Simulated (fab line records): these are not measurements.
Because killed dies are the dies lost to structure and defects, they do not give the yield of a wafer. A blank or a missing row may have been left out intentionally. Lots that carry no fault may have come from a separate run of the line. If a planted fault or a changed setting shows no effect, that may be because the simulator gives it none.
What tool caused it? / flow gf180mcu / Sampling: 13 lots, 39 wafers, 3 of 602 route steps

== WHAT THE GAUGES READ, wafer by wafer ==
GF_CONTACT_OVL_MEAS_15. Usual: CONTACT_OVL gives 2 nm (standard deviation 6.1).
lot=L101; measured=day 16 01:42; on=overlay-01; CONTACT_OVL (nm)=8 12 3; flag=
lot=L102; measured=day 16 11:15; on=overlay-01; CONTACT_OVL (nm)=-4 1 -3; flag=
lot=L104; measured=day 17 06:09; on=overlay-01; CONTACT_OVL (nm)=5 2 9; flag=
lot=L105; measured=day 17 13:09; on=overlay-01; CONTACT_OVL (nm)=-3 -4 -3; flag=
lot=L114; measured=day 21 00:43; on=overlay-02; CONTACT_OVL (nm)=-3 7 1; flag=
lot=L115; measured=day 21 09:32; on=overlay-01; CONTACT_OVL (nm)=7 3 4; flag=
lot=L116; measured=day 21 16:59; on=overlay-01; CONTACT_OVL (nm)=5 9 15; flag=
lot=L117; measured=day 21 23:05; on=overlay-02; CONTACT_OVL (nm)=3 7 6; flag=
lot=L118; measured=day 22 07:17; on=overlay-01; CONTACT_OVL (nm)=-2 -6 1; flag=
lot=L121; measured=day 23 05:35; on=overlay-01; CONTACT_OVL (nm)=11 17 13; flag=
lot=L122; measured=day 23 13:53; on=overlay-02; CONTACT_OVL (nm)=3 3 0; flag=
lot=L123; measured=day 23 22:02; on=overlay-01; CONTACT_OVL (nm)=0 -7 -8; flag=
lot=L124; measured=day 24 09:08; on=overlay-01; CONTACT_OVL (nm)=-10 -10 -8; flag=

GF_M2_CD_MEAS_14 targets a cd of 280 nm. Usual: 280.2 nm for cdNm, sd 1.1.
lot=L101; measured=day 19 03:56; on=cdSem-02; cdNm (nm)=279.5 281.9 280.1; flag=
lot=L102; measured=day 19 13:49; on=cdSem-02; cdNm (nm)=279.9 280.2 279.9; flag=
lot=L104; measured=day 20 10:27; on=cdSem-01; cdNm (nm)=278.2 277.4 276.8; flag=
lot=L105; measured=day 20 17:43; on=cdSem-02; cdNm (nm)=282.5 283.1 281.6; flag=
lot=L114; measured=day 24 03:30; on=cdSem-01; cdNm (nm)=279.2 280.4 279.8; flag=
lot=L115; measured=day 24 10:19; on=cdSem-01; cdNm (nm)=280.0 279.9 280.0; flag=
lot=L116; measured=day 24 17:28; on=cdSem-02; cdNm (nm)=279.8 280.8 280.0; flag=
lot=L117; measured=day 24 23:22; on=cdSem-02; cdNm (nm)=278.8 279.2 280.3; flag=
lot=L118; measured=day 25 07:42; on=cdSem-01; cdNm (nm)=280.3 279.9 279.0; flag=
lot=L121; measured=day 26 03:45; on=cdSem-01; cdNm (nm)=280.1 279.7 280.8; flag=
lot=L122; measured=day 26 12:22; on=cdSem-01; cdNm (nm)=281.5 280.1 281.5; flag=
lot=L123; measured=day 26 19:50; on=cdSem-02; cdNm (nm)=280.3 280.9 280.3; flag=
lot=L124; measured=day 27 05:34; on=cdSem-01; cdNm (nm)=279.9 279.8 280.9; flag=

== EACH LOT AND THE TOOL THAT RAN IT (in order: tool; ch and the chambers of the sampled wafers; start) ==
lot=L101; GF_M1_SPUTTER_04=pvdSputter-04, day 16 03:03
lot=L102; GF_M1_SPUTTER_04=pvdSputter-03, day 16 12:37
lot=L104; GF_M1_SPUTTER_04=pvdSputter-01, day 17 07:31
lot=L105; GF_M1_SPUTTER_04=pvdSputter-04, day 17 14:30
lot=L114; GF_M1_SPUTTER_04=pvdSputter-04, day 21 02:03
lot=L115; GF_M1_SPUTTER_04=pvdSputter-04, day 21 10:55
lot=L116; GF_M1_SPUTTER_04=pvdSputter-03, day 21 18:21
lot=L117; GF_M1_SPUTTER_04=pvdSputter-03, day 22 00:26
lot=L118; GF_M1_SPUTTER_04=pvdSputter-01, day 22 08:44
lot=L121; GF_M1_SPUTTER_04=pvdSputter-03, day 23 06:56
lot=L122; GF_M1_SPUTTER_04=pvdSputter-04, day 23 15:17
lot=L123; GF_M1_SPUTTER_04=pvdSputter-01, day 23 23:23
lot=L124; GF_M1_SPUTTER_04=pvdSputter-01, day 24 10:30
- GF_M1_SPUTTER_04: material TiN, target thk 50 nm, time 41.7 s.

== WHAT THE TOOLS THEMSELVES READ (means of the sampled wafers that have a number; where no wafer has one, the mark that the record gives instead) ==
GF_M1_SPUTTER_04. Usual: cathodeDcPowerW 6500.0 W, standard deviation 1; chamberPressurePa 0.4000 Pa, standard deviation 0.00075; throttleValvePct 30.3 %, standard deviation 0.73.
lot=L101; tool=pvdSputter-04; cathodeDcPowerW (W)=6501.2; chamberPressurePa (Pa)=0.3992; throttleValvePct (%)=30.3; flag=
lot=L102; tool=pvdSputter-03; cathodeDcPowerW (W)=6500.1; chamberPressurePa (Pa)=0.3995; throttleValvePct (%)=30.2; flag=
lot=L104; tool=pvdSputter-01; cathodeDcPowerW (W)=6500.1; chamberPressurePa (Pa)=0.3999; throttleValvePct (%)=30.6; flag=
lot=L105; tool=pvdSputter-04; cathodeDcPowerW (W)=6500.1; chamberPressurePa (Pa)=0.3995; throttleValvePct (%)=30.2; flag=
lot=L114; tool=pvdSputter-04; cathodeDcPowerW (W)=6500.4; chamberPressurePa (Pa)=0.3997; throttleValvePct (%)=30.3; flag=
lot=L115; tool=pvdSputter-04; cathodeDcPowerW (W)=6500.6; chamberPressurePa (Pa)=0.4000; throttleValvePct (%)=30.1; flag=
lot=L116; tool=pvdSputter-03; cathodeDcPowerW (W)=6500.3; chamberPressurePa (Pa)=0.3992; throttleValvePct (%)=29.6; flag=
lot=L117; tool=pvdSputter-03; cathodeDcPowerW (W)=6498.7; chamberPressurePa (Pa)=0.4000; throttleValvePct (%)=29.7; flag=
lot=L118; tool=pvdSputter-01; cathodeDcPowerW (W)=6499.6; chamberPressurePa (Pa)=0.3999; throttleValvePct (%)=30.7; flag=
lot=L121; tool=pvdSputter-03; cathodeDcPowerW (W)=6499.7; chamberPressurePa (Pa)=0.3993; throttleValvePct (%)=30.2; flag=
lot=L122; tool=pvdSputter-04; cathodeDcPowerW (W)=6499.6; chamberPressurePa (Pa)=0.4000; throttleValvePct (%)=30.7; flag=
lot=L123; tool=pvdSputter-01; cathodeDcPowerW (W)=6499.4; chamberPressurePa (Pa)=0.3994; throttleValvePct (%)=30.6; flag=
lot=L124; tool=pvdSputter-01; cathodeDcPowerW (W)=6501.1; chamberPressurePa (Pa)=0.3998; throttleValvePct (%)=30.5; flag=

== THE ANSWER, worked out from the rows above alone ==
Rule: a lot counts as off when the mean over its wafers that have a number is more than 3 standard deviations away from the usual mean. Also off: a lot with no number at a reading for which 4 or more lots have one. Where the step has rows for the other lots, those lots are counted as sound. The gauges are gone through in route order, then the tools' own readings, and for those a lot's mean is taken as printed above. At the first step where some lot is off, the reading lying furthest off is the one used; lots without a number count as furthest.
Across all readings shown, no lot is off: no conclusion can be drawn from this.

== WHAT WAS PUT IN BY THE SIMULATOR ==
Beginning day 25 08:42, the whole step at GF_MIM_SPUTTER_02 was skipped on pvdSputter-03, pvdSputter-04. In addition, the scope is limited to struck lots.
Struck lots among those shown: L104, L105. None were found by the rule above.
